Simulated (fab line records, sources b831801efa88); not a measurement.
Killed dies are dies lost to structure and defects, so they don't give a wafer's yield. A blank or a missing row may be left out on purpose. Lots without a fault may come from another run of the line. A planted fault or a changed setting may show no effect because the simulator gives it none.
A struck lot beside a sound one | flow sky130 | 23 steps out of a route of 708
Sound: wafers L579.1, L579.2, L579.3. Struck: wafers L591.1, L591.2, L591.4. The cause comes at the end.
At each step with rows: each side's tool, then ch and its chambers, then its first start. Under that, the readings that differ: sound wafers | struck wafers | difference of the means | sigmas: that difference in standard deviations of wafers without a fault.
alike: readings whose means differ by less than 2 such deviations, and words and numbers that are the same on both sides. not compared: withheld readings, readings that some wafer has no value for, bounds like >300 that may hide the same value, and numbers for which the record gives no deviation and whose values overlap.
The two part at a step that has a row with sigmas, a row that says differs or no value, or rows on one side only. Numbers that don't overlap but have no deviation are shown without sigmas and don't part them. A reading that every wafer of one side lacks parts them only if that side has two wafers or more.

SKY_METAL2_ETCH_18: etches BARC in N2/H2, stops on SiO2, time 45.9 s, target depth 60 nm.
  sound on rie_metal-02 ch 0,1, day 36 14:38; struck on rie_metal-01 ch 0,1, day 40 05:41
  alike: drypump_motor_current_A, oes_product_au, throttle_valve_pct
  not compared: rf_hours_counter_h
SKY_METAL2_METAL_ETCH_19: etches the open film in Cl2/BCl3, stops on SiO2, target depth 360 nm, time 78 s.
  sound on rie_metal-02 ch 0,1, day 36 14:41; struck on rie_metal-01 ch 0,1, day 40 05:45
  alike: drypump_motor_current_A, oes_product_au, throttle_valve_pct
  not compared: rf_hours_counter_h
SKY_METAL2_STRIP_20: strips in O2/N2.
  sound on plasma_asher-02 ch 0,1, day 36 14:47; struck on plasma_asher-02 ch 0,1, day 40 05:50
  alike: drypump_motor_current_A, o2_flow_sccm, oes_product_au, strip_time_to_endpoint_s
  not compared: rf_hours_counter_h
then, 4 steps without rows for these wafers: SKY_METAL2_STRIP_21 (strips in post etch residue remover, time 1200 s); SKY_METAL2_CLEAN_22 (cleans in IPA, time 180 s); SKY_METAL2_CLEAN_23 (cleans in O3/DIW); SKY_VIA2_HDPCVD_00 (deposits SiO2, target thk 1180 nm, time 196.7 s).
SKY_VIA2_THK_MEAS_01:
  sound on film_metro-02, day 36 15:32; struck on film_metro-02, day 40 06:48
  alike: VIA2_HDPCVD_THK
SKY_VIA2_CMP_02: polishes SiO2.
  sound on cmp-01 ch 1,2,3, day 36 15:35; struck on cmp-01 ch 1,2,3, day 40 07:06
  alike: edge_zone_pressure_frac, motor_current_A, retaining_ring_pressure_frac
SKY_VIA2_BOW_MEAS_03:
  sound on film_metro-02, day 36 15:53; struck on film_metro-01, day 40 07:24
  alike: VIA2_BOW
then, 2 steps without rows for these wafers: SKY_VIA2_DEHYDRATE_04 (time 60 s); SKY_VIA2_HMDS_05 (prime time 60 s).
SKY_VIA2_COAT_06: resist thk 60 nm.
  sound on litho_track-04 ch 0, day 37 04:47; struck on litho_track-02 ch 0, day 40 18:35
  reading                     | sound          | struck         | difference | sigmas
  dispense_pressure_kPa (kPa) | 44.9 44.9 44.9 | 49.3 49.3 49.3 | +4.4       | +2
then, 5 steps without rows for these wafers: SKY_VIA2_COAT_07 (resist thk 450 nm); SKY_VIA2_SOFTBAKE_08 (time 90 s); SKY_VIA2_EXPOSE_09 (exposes mask VIM2, target cd 200 nm); SKY_VIA2_PEB_10; SKY_VIA2_DEVELOP_11 (develop time 60 s).
SKY_VIA2_CD_MEAS_12: target cd 200 nm.
  sound on cd_sem-01, day 37 17:51; struck on cd_sem-01, day 41 07:39
  alike: cd_nm
SKY_VIA2_OVL_MEAS_13:
  sound on overlay-02, day 37 17:58; struck on overlay-01, day 41 07:46
  alike: VIA2_OVL
SKY_VIA2_ETCH_14: etches BARC in N2/H2, stops on SiO2, time 45.9 s, target depth 60 nm.
  sound on rie_diel-04 ch 0,2,3, day 37 18:00; struck on rie_diel-04 ch 0,1,2, day 41 07:48
  reading                  | sound             | struck            | difference | sigmas
  oes_product_au (a.u.)    | 0.852 0.857 0.855 | 0.841 0.843 0.837 | -0.014     | -3
  model.etch.depth_nm (nm) | 60.04 60.06 59.94 | 58.63 58.76 58.62 | -1.34      |
  alike: drypump_motor_current_A, throttle_valve_pct
  not compared: rf_hours_counter_h
SKY_VIA2_ETCH_15: etches SiO2 in C4F8/O2/Ar, stops on TiN, target depth 546 nm, time 84 s.
  sound on rie_diel-04 ch 0,2,3, day 37 18:03; struck on rie_diel-04 ch 0,1,2, day 41 07:51
  alike: oes_product_au
-- the record jumps here: 8 days lie between the struck wafers' starts before and after (it left off in module VIA2 and takes up again in module PAD_OPEN, whose first step shown is number 708 of the route) --
SKY_PAD_OPEN_PROBE_99:
  sound on prober-01, day 47 01:13; struck on prober-02, day 49 16:36
  alike: defect_limited_yield, killed_at_M0_to_M3, killed_at_M4_up, killed_at_contacts, killed_at_front_end, killed_at_other, killed_dies, killed_open, killed_short, sort_bin_3_pad_short, sort_bin_5_function, sort_bin_6_memory, sort_n_pass, sort_yield_pct

WHERE THEY PART
First at SKY_VIA2_COAT_06; last, within this record, at SKY_VIA2_ETCH_14. Later steps at which nothing parts them and some readings are alike: SKY_VIA2_ETCH_15, SKY_PAD_OPEN_PROBE_99.

WHY: what the simulator had put in
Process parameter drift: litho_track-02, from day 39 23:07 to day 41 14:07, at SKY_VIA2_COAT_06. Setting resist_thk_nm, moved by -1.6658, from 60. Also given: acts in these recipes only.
